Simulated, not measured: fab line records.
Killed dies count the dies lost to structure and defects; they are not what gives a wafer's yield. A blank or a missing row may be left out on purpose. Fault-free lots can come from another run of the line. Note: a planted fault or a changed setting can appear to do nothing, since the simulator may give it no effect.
Check for tools in common ; flow sfq-line ; Sample size 14 lots and 42 wafers

== THE REASON FOR OPENING IT ==
At SFQ_M4_RS_MEAS_924 the reading M4_NB_RS is flagged on 2 of 14 lots. No-fault wafers: 0.889 ohm/sq, standard deviation 0.0084.
Rule: a lot gets a flag if all its wafers with a number sit over 4 standard deviations from that mean, or if no wafer of it has a number. The rest of the lots are taken to be sound.

lot;measured;on;M4_NB_RS (ohm/sq), wafer by wafer;flag
L335;day 45 09:40;film-metro-01;0.888 0.884 0.890;
L336;day 45 19:19;film-metro-04;0.882 0.891 0.886;
L337;day 45 22:56;film-metro-03;0.878 0.884 0.876;
L338;day 46 00:08;film-metro-03;0.875 0.877 0.883;
L340;day 46 08:31;film-metro-03;0.888 0.884 0.898;
L341;day 46 16:53;film-metro-04;0.894 0.890 0.894;
L342;day 46 19:19;film-metro-04;0.874 0.884 0.876;
L343;day 46 22:58;film-metro-01;0.890 0.887 0.892;
L344;day 48 02:26;film-metro-01;0.893 0.886 0.886;
L346;day 48 13:27;film-metro-04;0.875 0.884 0.880;
L347;day 49 02:31;film-metro-04;0.905 0.890 0.898;
L348;day 49 13:31;film-metro-01;0.443 0.446 0.443;FLAGGED
L349;day 49 15:40;film-metro-01;0.893 0.888 0.896;
L358;day 52 19:35;film-metro-03;0.439 0.442 0.442;FLAGGED
Average over the flagged lots: 0.443 ohm/sq; offset from the usual -0.447 ohm/sq, equal to -53 standard deviations.

== LOT BY LOT: THE TOOL USED ==
Before the reading, the record contains 4 process steps out of a 325-step route. Cell contents, in order: the tool; ch with the chambers the sampled wafers went through; the start.
lot;flag;SFQ_TRILAYER_I0_DEP_PECVD_027;SFQ_TRILAYER_I2_VIA_BARC_OPEN_VIA_ETCH_096;SFQ_TRILAYER_M3_ETCH_METAL_ETCH_078;SFQ_TRILAYER_M4_DEP_SPUTTER_091
L335;;pecvd-01 ch 0,1,2, day 13 22:53;rie-diel-04 ch 1,2, day 39 01:36;rie-metal-04 ch 0,1, day 39 05:10;pvd-sputter-04, day 45 09:33
L336;;pecvd-02 ch 0,1,2, day 14 10:53;rie-diel-04 ch 0,1, day 39 12:24;rie-metal-02 ch 0,1, day 39 16:02;pvd-sputter-04, day 45 19:11
L337;;pecvd-02 ch 0,1,2, day 14 21:42;rie-diel-02 ch 0,1,3, day 39 14:48;rie-metal-01 ch 0,1, day 39 19:35;pvd-sputter-03, day 45 22:51
L338;;pecvd-03 ch 0,1,2, day 14 22:55;rie-diel-04 ch 0,2,3, day 39 17:12;rie-metal-01 ch 0,1, day 39 22:02;pvd-sputter-05, day 45 23:59
L340;;pecvd-02 ch 0,1, day 15 01:17;rie-diel-04 ch 2,3, day 39 19:36;rie-metal-02 ch 0,1, day 40 01:38;pvd-sputter-03, day 46 08:23
L341;;pecvd-01 ch 0,1, day 15 02:29;rie-diel-01 ch 0,1,2, day 40 02:48;rie-metal-02 ch 0,1, day 40 06:23;pvd-sputter-04, day 46 16:47
L342;;pecvd-02 ch 0,1, day 15 03:42;rie-diel-02 ch 0,1, day 40 05:12;rie-metal-04 ch 0,1, day 40 08:50;pvd-sputter-05, day 46 19:11
L343;;pecvd-03 ch 1,2, day 15 04:53;rie-diel-04 ch 0,1,2, day 40 08:48;rie-metal-02 ch 0,1, day 40 14:23;pvd-sputter-04, day 46 22:53
L344;;pecvd-01 ch 0,1, day 15 06:06;rie-diel-01 ch 1,2, day 40 13:36;rie-metal-02 ch 0, day 41 23:32;pvd-sputter-05, day 48 02:19
L346;;pecvd-01 ch 1,2, day 16 16:31;rie-diel-02 ch 1,3, day 42 03:59;rie-metal-01 ch 1, day 42 07:34;pvd-sputter-05, day 48 13:20
L347;;pecvd-01 ch 0,1,2, day 16 23:41;rie-diel-02 ch 0,1,3, day 42 08:47;rie-metal-02 ch 0,1, day 42 13:37;pvd-sputter-03, day 49 02:22
L348;FLAGGED;pecvd-03 ch 0,1,2, day 17 10:37;rie-diel-04 ch 1,2,3, day 43 01:35;rie-metal-04 ch 0,1, day 43 05:10;pvd-sputter-04, day 49 13:10
L349;;pecvd-03 ch 1,2, day 17 19:01;rie-diel-02 ch 0,1,3, day 43 03:59;rie-metal-04 ch 0,1, day 43 07:46;pvd-sputter-04, day 49 15:34
L358;FLAGGED;pecvd-01 ch 0, day 22 00:47;rie-diel-01 ch 0,2,3, day 47 00:13;rie-metal-04 ch 0,1, day 47 08:41;pvd-sputter-05, day 52 19:13
What these steps do:
- SFQ_TRILAYER_I0_DEP_PECVD_027: deposits SiO2 from SiH4/N2O, time 111.11 s, target thk 500 nm.
- SFQ_TRILAYER_I2_VIA_BARC_OPEN_VIA_ETCH_096: etches BARC in O2, target depth 125 nm, time 41.7 s.
- SFQ_TRILAYER_M3_ETCH_METAL_ETCH_078: etches Nb in Cl2/Ar, stops on SiO2, target depth 240 nm, time 120 s.
- SFQ_TRILAYER_M4_DEP_SPUTTER_091: material Nb, target thk 200 nm, time 133.3 s.
- SFQ_M4_RS_MEAS_924: measures by four-point-probe.

== FLAGGED OVER TOTAL, TOOL BY TOOL (the gauges that took the reading come last) ==
step;tool;lots run;flagged;share of the flagged lots;sound lots run after its first flagged lot
SFQ_TRILAYER_I0_DEP_PECVD_027;pecvd-01;6;1;some;0
SFQ_TRILAYER_I0_DEP_PECVD_027;pecvd-02;4;0;none;-
SFQ_TRILAYER_I0_DEP_PECVD_027;pecvd-03;4;1;some;1 (L349)
SFQ_TRILAYER_I2_VIA_BARC_OPEN_VIA_ETCH_096;rie-diel-01;3;1;some;0
SFQ_TRILAYER_I2_VIA_BARC_OPEN_VIA_ETCH_096;rie-diel-02;5;0;none;-
SFQ_TRILAYER_I2_VIA_BARC_OPEN_VIA_ETCH_096;rie-diel-04;6;1;some;0
SFQ_TRILAYER_M3_ETCH_METAL_ETCH_078;rie-metal-01;3;0;none;-
SFQ_TRILAYER_M3_ETCH_METAL_ETCH_078;rie-metal-02;6;0;none;-
SFQ_TRILAYER_M3_ETCH_METAL_ETCH_078;rie-metal-04;5;2;all;1 (L349)
SFQ_TRILAYER_M4_DEP_SPUTTER_091;pvd-sputter-03;3;0;none;-
SFQ_TRILAYER_M4_DEP_SPUTTER_091;pvd-sputter-04;6;1;some;1 (L349)
SFQ_TRILAYER_M4_DEP_SPUTTER_091;pvd-sputter-05;5;1;some;0
SFQ_M4_RS_MEAS_924;film-metro-01;5;1;some;1 (L349)
SFQ_M4_RS_MEAS_924;film-metro-03;4;1;some;0
SFQ_M4_RS_MEAS_924;film-metro-04;5;0;none;-

== WHAT IS ALLOWED BY THE TABLE ==
All flagged lots share 1 row of the table, namely rie-metal-04 at SFQ_TRILAYER_M3_ETCH_METAL_ETCH_078.
- rie-metal-04 at SFQ_TRILAYER_M3_ETCH_METAL_ETCH_078 ran 5 lots, 2 of them flagged. Sound lots ran on it after the first flagged one (L349), which a lasting fault on the whole tool wouldn't allow.
No row of the table ran every flagged lot and no sound lot after the first.

== WHAT THE SIMULATOR PUT IN ==
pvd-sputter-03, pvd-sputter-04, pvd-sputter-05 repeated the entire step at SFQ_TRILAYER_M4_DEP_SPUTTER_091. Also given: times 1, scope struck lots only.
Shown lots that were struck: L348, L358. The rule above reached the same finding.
